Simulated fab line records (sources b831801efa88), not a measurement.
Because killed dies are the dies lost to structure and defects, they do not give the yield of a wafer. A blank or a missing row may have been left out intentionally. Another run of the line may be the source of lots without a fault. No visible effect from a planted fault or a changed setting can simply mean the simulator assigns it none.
Which tool was responsible? :: flow sky130 :: 13 lots with 39 wafers sampled at 7 steps, on a route of 708 steps

WHAT THE GAUGES SHOWED, per wafer
SKY_VT_ADJUST_HVTR_TW_MEAS_11.
lot: L215
measured: day 9 13:24
on: film_metro-03
VT_ADJUST_HVTR_TW: 209.5 210.2 210.4

lot: L216
measured: day 10 00:46
on: film_metro-02
VT_ADJUST_HVTR_TW: 212.6 212.8 212.3

lot: L217
measured: day 10 08:54
on: film_metro-02
VT_ADJUST_HVTR_TW: 212.5 213.2 212.6

lot: L219
measured: day 11 04:03
on: film_metro-01
VT_ADJUST_HVTR_TW: 213.6 212.4 212.4

lot: L221
measured: day 11 17:35
on: film_metro-03
VT_ADJUST_HVTR_TW: 210.7 210.7 212.7

lot: L223
measured: day 12 03:32
on: film_metro-01
VT_ADJUST_HVTR_TW: 212.1 213.0 212.6

lot: L230
measured: day 14 09:09
on: film_metro-03
VT_ADJUST_HVTR_TW: 213.8 213.9 213.9

lot: L231
measured: day 14 14:47
on: film_metro-03
VT_ADJUST_HVTR_TW: 213.2 214.2 213.5

lot: L233
measured: day 15 08:40
on: film_metro-02
VT_ADJUST_HVTR_TW: 211.9 210.5 211.3

lot: L234
measured: day 15 14:38
on: film_metro-02
VT_ADJUST_HVTR_TW: 212.0 212.6 210.3

lot: L235
measured: day 16 02:03
on: film_metro-02
VT_ADJUST_HVTR_TW: 211.4 211.1 212.1

lot: L236
measured: day 16 08:10
on: film_metro-03
VT_ADJUST_HVTR_TW: 212.8 212.6 211.6

lot: L237
measured: day 16 15:04
on: film_metro-01
VT_ADJUST_HVTR_TW: 210.4 212.5 211.7

SKY_RES_PROTECT_TW_MEAS_08.
lot: L215
measured: day 15 07:26
on: film_metro-03
POLY_GATE_TW: 4031 4049 4028

lot: L216
measured: day 15 17:51
on: film_metro-04
POLY_GATE_TW: 3986 4003 3984

lot: L217
measured: day 16 01:58
on: film_metro-01
POLY_GATE_TW: 4055 4028 4036

lot: L219
measured: day 17 03:38
on: film_metro-01
POLY_GATE_TW: 4064 4040 4052

lot: L221
measured: day 17 20:07
on: film_metro-04
POLY_GATE_TW: 4043 4044 4040

lot: L223
measured: day 18 06:59
on: film_metro-03
POLY_GATE_TW: 4038 4040 4017

lot: L230
measured: day 20 22:04
on: film_metro-04
POLY_GATE_TW: 4018 3995 4032

lot: L231
measured: day 21 04:25
on: film_metro-03
POLY_GATE_TW: 4069 4094 4084

lot: L233
measured: day 22 05:05
on: film_metro-03
POLY_GATE_TW: 4072 4080 4095

lot: L234
measured: day 22 11:08
on: film_metro-03
POLY_GATE_TW: 4065 4052 4066

lot: L235
measured: day 22 21:52
on: film_metro-01
POLY_GATE_TW: 4026 4033 4027

lot: L236
measured: day 23 03:20
on: film_metro-03
POLY_GATE_TW: 4019 4026 4026

lot: L237
measured: day 23 12:47
on: film_metro-01
POLY_GATE_TW: 4073 4086 4084

SKY_LDD_HVN_OVL_MEAS_07.
lot: L215
measured: day 20 13:47
on: overlay-01
LDD_HVN_OVL (nm): 1.9 2.4 1.4

lot: L216
measured: day 21 00:27
on: overlay-01
LDD_HVN_OVL (nm): 0.2 1.6 0.8

lot: L217
measured: day 21 11:05
on: overlay-01
LDD_HVN_OVL (nm): 0.7 0.1 0.0

lot: L219
measured: day 22 13:37
on: overlay-01
LDD_HVN_OVL (nm): -0.4 0.8 1.2

lot: L221
measured: day 23 05:43
on: overlay-01
LDD_HVN_OVL (nm): 1.2 0.7 1.5

lot: L223
measured: day 23 20:00
on: overlay-01
LDD_HVN_OVL (nm): - - -

lot: L230
measured: day 26 04:11
on: overlay-01
LDD_HVN_OVL (nm): -0.6 1.9 -0.4

lot: L231
measured: day 26 08:56
on: overlay-01
LDD_HVN_OVL (nm): -0.5 0.0 1.3

lot: L233
measured: day 27 07:01
on: overlay-02
LDD_HVN_OVL (nm): 1.3 2.0 1.3

lot: L234
measured: day 27 12:22
on: overlay-01
LDD_HVN_OVL (nm): -1.1 0.8 -1.1

lot: L235
measured: day 28 00:04
on: overlay-02
LDD_HVN_OVL (nm): -0.8 -2.8 1.4

lot: L236
measured: day 28 06:53
on: overlay-01
LDD_HVN_OVL (nm): -0.1 2.2 1.0

lot: L237
measured: day 28 14:47
on: overlay-01
LDD_HVN_OVL (nm): -0.9 1.0 -1.5

SKY_LDD_HVN_TW_MEAS_10.
lot: L215
measured: day 20 14:05
on: film_metro-01
LDD_HVN_TW: 1454 1451 1445

lot: L216
measured: day 21 00:44
on: film_metro-04
LDD_HVN_TW: 1437 1441 1430

lot: L217
measured: day 21 11:23
on: film_metro-04
LDD_HVN_TW: 1444 1450 1452

lot: L219
measured: day 22 13:55
on: film_metro-01
LDD_HVN_TW: 1437 1442 1440

lot: L221
measured: day 23 06:01
on: film_metro-01
LDD_HVN_TW: 1463 1454 1447

lot: L223
measured: day 23 20:17
on: film_metro-01
LDD_HVN_TW: 31 30 31

lot: L230
measured: day 26 04:29
on: film_metro-02
LDD_HVN_TW: 1443 1449 1440

lot: L231
measured: day 26 09:14
on: film_metro-04
LDD_HVN_TW: 1444 1452 1437

lot: L233
measured: day 27 07:19
on: film_metro-02
LDD_HVN_TW: 1442 1457 1446

lot: L234
measured: day 27 12:41
on: film_metro-04
LDD_HVN_TW: 1443 1447 1442

lot: L235
measured: day 28 00:22
on: film_metro-01
LDD_HVN_TW: 1450 1444 1459

lot: L236
measured: day 28 07:11
on: film_metro-02
LDD_HVN_TW: 1448 1442 1437

lot: L237
measured: day 28 15:04
on: film_metro-02
LDD_HVN_TW: 1437 1452 1445

SKY_LDD_HVP_TW_MEAS_10.
lot: L215
measured: day 21 20:35
on: film_metro-01
LDD_HVP_TW: 456.9 457.3 456.4

lot: L216
measured: day 22 07:42
on: film_metro-04
LDD_HVP_TW: 455.9 456.0 457.0

lot: L217
measured: day 22 17:26
on: film_metro-01
LDD_HVP_TW: 457.3 456.9 456.6

lot: L219
measured: day 23 19:37
on: film_metro-03
LDD_HVP_TW: 458.9 458.0 454.2

lot: L221
measured: day 24 12:26
on: film_metro-01
LDD_HVP_TW: 461.7 461.6 460.0

lot: L223
measured: day 25 01:50
on: film_metro-03
LDD_HVP_TW: 1450.6 1449.5 1458.6

lot: L230
measured: day 27 09:25
on: film_metro-03
LDD_HVP_TW: 458.5 459.4 460.0

lot: L231
measured: day 27 14:29
on: film_metro-03
LDD_HVP_TW: 459.8 459.3 459.7

lot: L233
measured: day 28 11:59
on: film_metro-03
LDD_HVP_TW: 457.2 456.8 458.4

lot: L234
measured: day 28 16:59
on: film_metro-04
LDD_HVP_TW: 459.7 458.9 460.5

lot: L235
measured: day 29 04:26
on: film_metro-04
LDD_HVP_TW: 456.5 458.1 457.2

lot: L236
measured: day 29 11:23
on: film_metro-01
LDD_HVP_TW: 461.3 459.4 460.4

lot: L237
measured: day 29 20:02
on: film_metro-01
LDD_HVP_TW: 461.5 460.5 460.9

SKY_POLY_CUT_OVL_MEAS_09.
lot: L215
measured: day 24 09:38
on: overlay-01
POLY_CUT_OVL (nm): 6 8 3

lot: L216
measured: day 24 21:41
on: overlay-02
POLY_CUT_OVL (nm): 2 -6 -2

lot: L217
measured: day 25 08:05
on: overlay-01
POLY_CUT_OVL (nm): -1 0 -7

lot: L219
measured: day 26 09:52
on: overlay-01
POLY_CUT_OVL (nm): 9 9 11

lot: L221
measured: day 27 01:20
on: overlay-02
POLY_CUT_OVL (nm): -2 -5 -1

lot: L223
measured: day 27 14:02
on: overlay-01
POLY_CUT_OVL (nm): -2 -7 -2

lot: L230
measured: day 29 20:17
on: overlay-02
POLY_CUT_OVL (nm): 4 9 5

lot: L231
measured: day 30 05:13
on: overlay-02
POLY_CUT_OVL (nm): -11 0 -6

lot: L233
measured: day 30 22:35
on: overlay-02
POLY_CUT_OVL (nm): 9 -3 6

lot: L234
measured: day 31 04:31
on: overlay-02
POLY_CUT_OVL (nm): 12 17 14

lot: L235
measured: day 31 14:34
on: overlay-02
POLY_CUT_OVL (nm): -13 -6 -13

lot: L236
measured: day 31 21:44
on: overlay-01
POLY_CUT_OVL (nm): 3 -9 4

lot: L237
measured: day 32 05:24
on: overlay-01
POLY_CUT_OVL (nm): -18 -12 -14

WHICH TOOL RAN EACH LOT (tool, then ch and the chambers of the sampled wafers, then the start)
lot: L215
SKY_LDD_HVN_EXPOSE_04: iline_stepper-02 ch 0, day 19 22:44

lot: L216
SKY_LDD_HVN_EXPOSE_04: iline_stepper-02 ch 0, day 20 09:17

lot: L217
SKY_LDD_HVN_EXPOSE_04: iline_stepper-02 ch 0, day 20 19:11

lot: L219
SKY_LDD_HVN_EXPOSE_04: iline_stepper-02 ch 0, day 21 22:20

lot: L221
SKY_LDD_HVN_EXPOSE_04: iline_stepper-01 ch 0, day 22 15:43

lot: L223
SKY_LDD_HVN_EXPOSE_04: iline_stepper-01 ch 0, day 23 05:08

lot: L230
SKY_LDD_HVN_EXPOSE_04: iline_stepper-01 ch 0, day 25 14:13

lot: L231
SKY_LDD_HVN_EXPOSE_04: iline_stepper-01 ch 0, day 25 18:53

lot: L233
SKY_LDD_HVN_EXPOSE_04: iline_stepper-02 ch 0, day 26 16:59

lot: L234
SKY_LDD_HVN_EXPOSE_04: iline_stepper-01 ch 0, day 26 21:58

lot: L235
SKY_LDD_HVN_EXPOSE_04: iline_stepper-02 ch 0, day 27 09:34

lot: L236
SKY_LDD_HVN_EXPOSE_04: iline_stepper-01 ch 0, day 27 16:55

lot: L237
SKY_LDD_HVN_EXPOSE_04: iline_stepper-01 ch 0, day 28 01:19
- SKY_LDD_HVN_EXPOSE_04: exposes mask HVNTM, target cd 700 nm.

WHAT THE TOOLS THEMSELVES READ (means of the sampled wafers that have a number; where no wafer has one, the mark that the record gives instead)
The record holds no such reading with a usual standard deviation.

THE ANSWER, worked out from the rows above alone
Rule: the lots themselves supply what counts as usual. Put in order of their means at a reading, lots are off if they are a third of the lots or fewer, leave a main group of 4 or more, and stand apart from it by a gap of 3 or more times the standard deviation of the main group's means; of several such gaps the widest counts. The tables above print the reading to a certain number of digits; a main group whose means all agree to those digits is not used. A lot without any number at a reading at which 4 lots or more have one is off too. The other lots that the step has rows for count as sound. The gauges are gone through in route order, then the tools' own readings, and for those a lot's mean is taken as printed above. The first step at which some lot is off is used, and at that step the reading that is off furthest; a lot without a number counts as furthest.
Off: L223, seen at SKY_LDD_HVN_OVL_MEAS_07 (LDD_HVN_OVL). Without a number there: L223. For the main group the mean is 0.5 nm and the standard deviation 0.78.
If a tool, at a process step before that reading, ran all the lots that are off and no sound lot after the first of them, it fits. Not tried: the gauges at SKY_LDD_HVN_OVL_MEAS_07; whatever is off there is also off at SKY_LDD_HVN_TW_MEAS_10, on other tools, and gauge error can't account for it. Not one of the candidates tried fits.

WHAT WAS PUT IN BY THE SIMULATOR
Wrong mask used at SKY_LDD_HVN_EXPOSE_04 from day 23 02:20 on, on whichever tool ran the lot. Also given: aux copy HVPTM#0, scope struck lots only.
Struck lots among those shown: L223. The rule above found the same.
